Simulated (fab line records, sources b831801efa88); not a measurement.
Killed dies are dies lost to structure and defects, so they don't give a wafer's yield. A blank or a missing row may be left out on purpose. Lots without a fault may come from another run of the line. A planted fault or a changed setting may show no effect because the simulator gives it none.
fab line records | flow sfq_line
record lots=14 wafers=42 last_day=93
route steps=325 shown INCOMING@1 M2@89 M3@131 I3@143
lots that met no fault: from a run of the same line without faults
start_h: hours from the record's first day to the start of the lot's first wafer shown | wait_h: hours since the lot's step before | " the same as in the row above | L1.1+2: a row that stands for several wafers | - no value, or no start given | * or withheld: withheld | < > ~ a bound
route shown NAME@n: a module of which the file shows steps, and the number in the route of the first | usual: mean/standard deviation of fault-free wafers | same: alike in all rows | chamber/n: place in a boat | sites: the reading at each site | _std_site: their standard deviation | _edge_site: outer sites' mean less inner sites' | radius_mm: how far each site lies from the wafer's centre | mask NAME#n: copy n | behind: the tool/chamber that last shaped the wafer | hold: why the lot was held/for how many hours/how that ended | device: the transistor (n, p or np) that didn't switch | end of line: the same wafers' tests at the end of the route | a step without rows: its recipe alone | killed: dies lost to structure and defects at the first sort, not the wafer's yield | map: a wafer's dies, x killed, . not, _ none there
set.NAME: the setting as run; set.NAME@STEP: as run at that earlier step | model.NAME: the simulator's own value behind a step, which no gauge read
steps of the route over a sample of lots; a table a step, a row a wafer
services: from which hour (start_h, from the record's first day; less than 0 if before it) a tool's chamber was out of use, for how many hours, and why
## steps
# step SFQ_INCOMING_BOW_MEAS_900
# recipe mode=bow
# usual INCOMING_BOW=-1/6.8
# columns lot.wafer tool chamber start_h wait_h INCOMING_BOW[um]
L647.2 film_metro-04 - 10.02 - 3
L647.3 " - " " -1
L647.6 " - " " 1
L648.1 film_metro-01 - 15.00 - -4
L648.3 " - " " 8
L648.4 " - " " 4
L649.2 film_metro-01 - 20.02 - 8
L649.3 " - " " -1
L649.6 " - " " -15
L651.4 film_metro-01 - 30.06 - -5
L651.5 " - " " -11
L651.6 " - " " 0
L653.1 film_metro-04 - 40.00 - 11
L653.3 " - " " 6
L653.4 " - " " -3
L654.1 film_metro-03 - 45.00 - -7
L654.2 " - " " 7
L654.5 " - " " -3
L656.2 film_metro-04 - 55.02 - 0
L656.3 " - " " 9
L656.4 " - " " 7
L658.3 film_metro-01 - 65.04 - 3
L658.4 " - " " -2
L658.5 " - " " 23
L660.1 film_metro-04 - 75.00 - 5
L660.2 " - " " 1
L660.4 " - " " -2
L662.2 film_metro-04 - 85.02 - 1
L662.3 " - " " 9
L662.5 " - " " -5
L665.2 film_metro-04 - 100.02 - 0
L665.3 " - " " 1
L665.4 " - " " -8
L666.4 film_metro-04 - 105.06 - -10
L666.5 " - " " -5
L666.6 " - " " -4
L667.2 film_metro-03 - 110.02 - 3
L667.4 " - " " 16
L667.5 " - " " -2
L670.1 film_metro-03 - 125.00 - 1
L670.3 " - " " 8
L670.4 " - " " 0
# step SFQ_TRILAYER_M2_DEP_SPUTTER_055
# recipe material=Nb base_pressure_pa=1.33e-06 chamber_pressure_pa=0.1333 substrate_temp_c=20 resputter_cathode_voltage_v=400 target_thk_nm=200 power_w=2000 time_s=133.3
# usual base_pressure_pa=1.32e-06/8.9e-08 cathode_dc_power_W=2000.0/0.38 throttle_valve_pct=29.9/0.88
# same time_s=133.3
# columns lot.wafer tool chamber start_h wait_h base_pressure_pa cathode_dc_power_W throttle_valve_pct
L647.2 pvd_sputter-04 - 650.50 0.0 1.34e-06 2000.2 30.3
L647.3 " - " " 1.45e-06 1999.2 31.4
L647.6 " - " " 1.41e-06 2000.1 30.3
L648.1 pvd_sputter-05 - 654.12 0.0 1.36e-06 2000.3 30.3
L648.3 " - " " 1.22e-06 2000.2 31.0
L648.4 " - " " 1.36e-06 1999.9 29.6
L649.2 pvd_sputter-04 - 667.91 0.0 1.26e-06 1999.2 31.5
L649.3 " - " " 1.36e-06 2000.6 28.8
L649.6 " - " " 1.35e-06 2000.0 28.8
L651.4 pvd_sputter-03 - 682.45 0.0 1.2e-06 2000.2 29.7
L651.5 " - " " 1.24e-06 2000.3 28.2
L651.6 " - " " 1.48e-06 2000.2 29.9
L653.1 pvd_sputter-04 - 723.44 0.0 1.24e-06 2000.2 30.3
L653.3 " - " " 1.26e-06 2000.0 29.2
L653.4 " - " " 1.38e-06 2000.3 31.4
L654.1 pvd_sputter-03 - 729.42 0.0 1.35e-06 2000.5 30.2
L654.2 " - " " 1.37e-06 2000.2 28.2
L654.5 " - " " 1.31e-06 1999.0 29.6
L656.2 pvd_sputter-03 - 748.02 0.0 1.34e-06 2000.1 29.5
L656.3 " - " " 1.11e-06 2000.3 30.3
L656.4 " - " " 1.33e-06 1999.6 28.0
L658.3 pvd_sputter-03 - 757.62 0.0 1.33e-06 2000.4 29.3
L658.4 " - " " 1.34e-06 2000.3 30.0
L658.5 " - " " 1.46e-06 1999.9 30.2
L660.1 pvd_sputter-03 - 762.42 0.0 1.45e-06 1588.1 28.3
L660.2 " - " " 1.55e-06 1588.6 30.1
L660.4 " - " " 1.38e-06 1587.8 29.9
L662.2 pvd_sputter-03 - 766.02 0.0 1.29e-06 1587.4 28.0
L662.3 " - " " 1.38e-06 1587.4 30.4
L662.5 " - " " 1.39e-06 1587.3 29.6
L665.2 pvd_sputter-04 - 772.02 0.0 1.22e-06 2000.3 28.5
L665.3 " - " " 1.2e-06 2000.2 29.2
L665.4 " - " " 1.42e-06 2000.3 31.5
L666.4 pvd_sputter-05 - 773.77 0.0 1.15e-06 2000.6 30.9
L666.5 " - " " 1.35e-06 1999.6 29.9
L666.6 " - " " 1.57e-06 1999.8 30.5
L667.2 pvd_sputter-04 - 776.13 0.0 1.35e-06 1999.9 30.4
L667.4 " - " " 1.39e-06 1999.8 31.4
L667.5 " - " " 1.18e-06 2000.4 28.8
L670.1 pvd_sputter-04 - 782.13 0.0 1.31e-06 2000.2 28.9
L670.3 " - " " 1.23e-06 2000.9 29.1
L670.4 " - " " 1.39e-06 2000.4 30.6
# step SFQ_M2_RS_MEAS_914
# recipe thk_meas_gauge=four-point-probe reads=Nb_of_TRILAYER_M2_DEP_SPUTTER_055
# usual M2_NB_RS=0.892/0.009
# columns lot.wafer tool chamber start_h wait_h M2_NB_RS[ohm/sq]
L647.2 film_metro-01 - 650.61 0.1 0.889
L647.3 " - " " 0.885
L647.6 " - " " 0.893
L648.1 film_metro-03 - 654.21 0.0 0.910
L648.3 " - " " 0.899
L648.4 " - " " 0.898
L649.2 film_metro-03 - 668.02 0.1 0.878
L649.3 " - " " 0.879
L649.6 " - " " 0.889
L651.4 film_metro-01 - 682.61 0.1 0.899
L651.5 " - " " 0.903
L651.6 " - " " 0.901
L653.1 film_metro-03 - 723.53 0.0 0.885
L653.3 " - " " 0.889
L653.4 " - " " 0.887
L654.1 film_metro-02 - 729.51 0.0 0.897
L654.2 " - " " 0.900
L654.5 " - " " 0.902
L656.2 film_metro-01 - 748.13 0.1 0.891
L656.3 " - " " 0.896
L656.4 " - " " 0.890
L658.3 film_metro-02 - 757.75 0.1 0.893
L658.4 " - " " 0.895
L658.5 " - " " 0.890
L660.1 film_metro-03 - 762.51 0.0 1.112
L660.2 " - " " 1.119
L660.4 " - " " 1.114
L662.2 film_metro-01 - 766.13 0.1 1.134
L662.3 " - " " 1.135
L662.5 " - " " 1.134
L665.2 film_metro-02 - 772.13 0.1 0.885
L665.3 " - " " 0.872
L665.4 " - " " 0.878
L666.4 film_metro-01 - 773.88 0.1 0.886
L666.5 " - " " 0.900
L666.6 " - " " 0.897
L667.2 film_metro-03 - 776.24 0.1 0.876
L667.4 " - " " 0.886
L667.5 " - " " 0.885
L670.1 film_metro-01 - 782.22 0.0 0.900
L670.3 " - " " 0.894
L670.4 " - " " 0.893
# step SFQ_TRILAYER_M2_ETCH_METAL_ETCH_060
# recipe target=Nb stop_on=SiO2 mask_material=PR chemistry=Cl2/Ar target_depth_nm=240 icp_w=600 bias_w=80 pressure_mtorr=10 time_s=120
# usual drypump_motor_current_A=6.1/0.45 oes_product_au=0.893/0.0068
# same time_s=120
# columns lot.wafer tool chamber start_h wait_h drypump_motor_current_A oes_product_au rf_hours_counter_h
L647.2 rie_metal-02 1 653.12 0.0 6.8 0.900 72
L647.3 " 1 " " 6.8 0.901 -
L647.6 " 0 " " 6.4 0.895 -
L648.1 rie_metal-03 0 656.73 0.0 5.4 0.880 128
L648.3 " 1 " " 6.3 0.881 -
L648.4 " 0 " " 5.4 0.888 -
L649.2 rie_metal-02 0 802.16 0.0 6.4 0.909 42
L649.3 " 1 " " 6.8 0.902 -
L649.6 " 0 " " 6.4 0.896 -
L651.4 rie_metal-04 0 821.40 0.1 5.7 0.895 -
L651.5 " 0 " " 5.7 0.886 -
L651.6 " 1 " " 6.2 0.889 -
L653.1 rie_metal-02 0 864.68 0.0 6.5 0.898 50
L653.3 " 1 " " 6.8 0.900 -
L653.4 " 0 " " 6.4 0.895 -
L654.1 rie_metal-04 1 872.01 0.0 6.3 0.884 16
L654.2 " 0 " " 5.7 0.892 56
L654.5 " 1 " " 6.2 0.882 -
L656.2 rie_metal-02 1 887.73 0.0 6.8 0.897 104
L656.3 " 1 " " 6.8 0.893 -
L656.4 " 0 " " 6.4 0.901 -
L658.3 rie_metal-03 0 894.97 0.1 5.4 0.893 -
L658.4 " 1 " " 6.3 0.882 -
L658.5 " 1 " " 6.3 0.895 -
L660.1 rie_metal-04 1 902.13 0.0 6.3 0.784 20
L660.2 " 0 " " 5.7 0.791 60
L660.4 " 0 " " 5.7 0.787 -
L662.2 rie_metal-03 1 906.93 0.0 6.3 0.778 117
L662.3 " 1 " " 6.3 0.782 -
L662.5 " 1 " " 6.3 0.788 -
L665.2 rie_metal-02 0 917.73 0.0 6.4 0.901 57
L665.3 " 1 " " 6.9 0.902 -
L665.4 " 0 " " 6.3 0.902 -
L666.4 rie_metal-04 0 920.17 0.1 5.6 0.895 -
L666.5 " 0 " " 5.7 0.888 -
L666.6 " 1 " " 6.3 0.887 -
L667.2 rie_metal-03 1 921.33 0.0 6.3 0.905 118
L667.4 " 1 " " 6.3 0.904 -
L667.5 " 0 " " 5.5 0.894 -
L670.1 rie_metal-02 0 927.33 0.0 6.4 0.887 57
L670.3 " 1 " " 6.8 0.899 -
L670.4 " 0 " " 6.4 0.896 -
# step SFQ_TRILAYER_M3_STRIP_STRIP_079
# recipe gas=O2 power_w=200 platen_temp_c=40 overash_fraction=0.65 chemistry=O2 pressure_mtorr=50
# usual drypump_motor_current_A=5.90/0.27 oes_product_au=0.998/0.0067
# columns lot.wafer tool chamber start_h wait_h drypump_motor_current_A oes_product_au rf_hours_counter_h
L647.2 rie_metal-01 1 811.88 0.1 5.93 1.002 33
L647.3 " 1 " " 5.92 1.002 -
L647.6 " 0 " " 5.78 0.993 -
L648.1 rie_metal-01 1 826.28 0.1 5.91 0.993 35
L648.3 " 1 " " 5.93 0.996 -
L648.4 " 0 " " 5.74 0.993 -
L649.2 rie_metal-01 1 953.86 0.1 5.92 0.989 47
L649.3 " 1 " " 5.92 1.001 -
L649.6 " 0 " " 5.78 0.993 -
L651.4 rie_metal-01 1 972.06 0.2 5.93 0.999 -
L651.5 " 1 " " 5.95 0.997 -
L651.6 " 0 " " 5.73 0.988 -
L653.1 rie_metal-03 1 981.56 0.1 6.27 0.997 126
L653.3 " 1 " " 6.28 0.997 -
L653.4 " 0 " " 5.42 0.995 -
L654.1 rie_metal-04 0 982.76 0.1 5.66 1.003 69
L654.2 " 1 " " 6.24 1.003 29
L654.5 " 0 " " 5.62 1.006 -
L656.2 rie_metal-04 0 1044.24 0.1 5.71 0.998 79
L656.3 " 1 " " 6.23 1.001 -
L656.4 " 0 " " 5.71 1.009 -
L658.3 rie_metal-03 1 1168.01 0.5 6.29 1.004 -
L658.4 " 1 " " 6.29 0.999 -
L658.5 " 1 " " 6.29 1.002 -
L660.1 rie_metal-01 0 1177.02 0.1 5.75 1.000 14
L660.2 " 1 " " 5.93 1.009 84
L660.4 " 0 " " 5.75 0.990 -
L662.2 rie_metal-03 0 1183.02 0.1 5.43 0.993 53
L662.3 " 0 " " 5.45 0.984 -
L662.5 " 0 " " 5.46 0.989 -
L665.2 rie_metal-01 0 1192.22 0.1 5.73 1.003 16
L665.3 " 1 " " 5.94 1.010 -
L665.4 " 0 " " 5.75 1.003 -
L666.4 rie_metal-04 1 1193.75 0.3 6.21 0.997 -
L666.5 " 0 " " 5.67 0.999 -
L666.6 " 1 " " 6.20 0.999 -
L667.2 rie_metal-01 0 1194.62 0.1 5.71 1.008 17
L667.4 " 1 " " 5.94 0.995 -
L667.5 " 0 " " 5.71 1.003 -
L670.1 rie_metal-01 0 1199.42 0.1 5.77 0.998 18
L670.3 " 1 " " 5.92 0.995 -
L670.4 " 0 " " 5.73 1.003 -
# step SFQ_I3_OVL_MEAS_923
# usual I3_OVL=-2/5.6
# columns lot.wafer tool chamber start_h wait_h I3_OVL[nm]
L647.2 overlay-01 - 823.77 0.1 -9
L647.3 " - " " -3
L647.6 " - " " -3
L648.1 overlay-02 - 837.58 0.1 3
L648.3 " - " " 2
L648.4 " - " " 4
L649.2 overlay-01 - 961.41 0.1 9
L649.3 " - " " -1
L649.6 " - " " 10
L651.4 overlay-02 - 1115.07 0.1 -4
L651.5 " - " " 1
L651.6 " - " " -1
L653.1 overlay-01 - 1122.25 0.1 9
L653.3 " - " " 2
L653.4 " - " " 6
L654.1 overlay-01 - 1127.05 0.1 -3
L654.2 " - " " 1
L654.5 " - " " -2
L656.2 overlay-02 - 1160.88 0.1 -6
L656.3 " - " " -1
L656.4 " - " " -1
L658.3 overlay-01 - 1176.24 0.1 -5
L658.4 " - " " -4
L658.5 " - " " -7
L660.1 overlay-01 - 1184.44 0.1 3
L660.2 " - " " 9
L660.4 " - " " 0
L662.2 overlay-01 - 1315.98 0.1 0
L662.3 " - " " 4
L662.5 " - " " 0
L665.2 overlay-02 - 1324.38 0.1 -6
L665.3 " - " " -8
L665.4 " - " " 4
L666.4 overlay-02 - 1325.59 0.1 -7
L666.5 " - " " -7
L666.6 " - " " -4
L667.2 overlay-02 - 1326.78 0.1 -8
L667.4 " - " " -3
L667.5 " - " " -5
L670.1 overlay-02 - 1332.90 0.1 4
L670.3 " - " " 3
L670.4 " - " " -7
## services
# columns tool chamber start_h hours kind
pvd_sputter-04 - 635.05 0.8 repair
rie_metal-03 0 640.01 8.3 repair
rie_metal-01 - 643.83 0.9 repair
rie_metal-01 - 651.89 2.8 pm
rie_metal-02 - 669.02 0.1 repair
rie_metal-04 0 677.21 5.1 repair
pvd_sputter-04 - 695.81 7.3 repair
rie_metal-02 1 699.83 1.4 repair
rie_metal-01 - 768.65 0.5 repair
pvd_sputter-03 - 774.04 3.4 repair
rie_metal-04 0 800.68 15.5 repair
pvd_sputter-03 - 840.17 0.5 repair
rie_metal-02 - 888.46 1.4 pm
rie_metal-03 1 900.67 1.8 repair
pvd_sputter-04 - 905.96 3.1 repair
rie_metal-04 0 954.06 2.3 repair
pvd_sputter-04 - 954.27 3.7 repair
rie_metal-03 - 979.56 0.2 repair
pvd_sputter-03 - 994.49 6.4 repair
rie_metal-02 0 1011.28 3.5 repair
pvd_sputter-03 - 1015.04 6.3 repair
rie_metal-04 - 1114.09 28.1 pm
rie_metal-03 0 1154.76 14.4 repair
rie_metal-03 1 1192.11 18.5 repair
## key
first_sign step=SFQ_TRILAYER_M2_DEP_SPUTTER_055 reading=cathode_dc_power_W direction=down sigmas=99+ usual=2000.0 struck=1587.8
effect step=SFQ_M2_RS_MEAS_914 reading=M2_NB_RS direction=up sigmas=26 usual=0.892 struck=1.125
effect step=SFQ_TRILAYER_M2_ETCH_METAL_ETCH_060 reading=oes_product_au direction=down sigmas=16 usual=0.893 struck=0.785
met_at SFQ_TRILAYER_M2_DEP_SPUTTER_055
struck_lots L660,L662
not_acting_at SFQ_INCOMING_BOW_MEAS_900,SFQ_TRILAYER_M3_STRIP_STRIP_079,SFQ_I3_OVL_MEAS_923
onset_between 757.62 762.42
fault kind=process_parameter_drift tool=pvd_sputter-03 chamber=- onset_h=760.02 steps=SFQ_TRILAYER_M2_DEP_SPUTTER_055 channel=power_w offset=-412.06 shape=step end_h=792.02 acts_in=these_recipes_only stated=2000
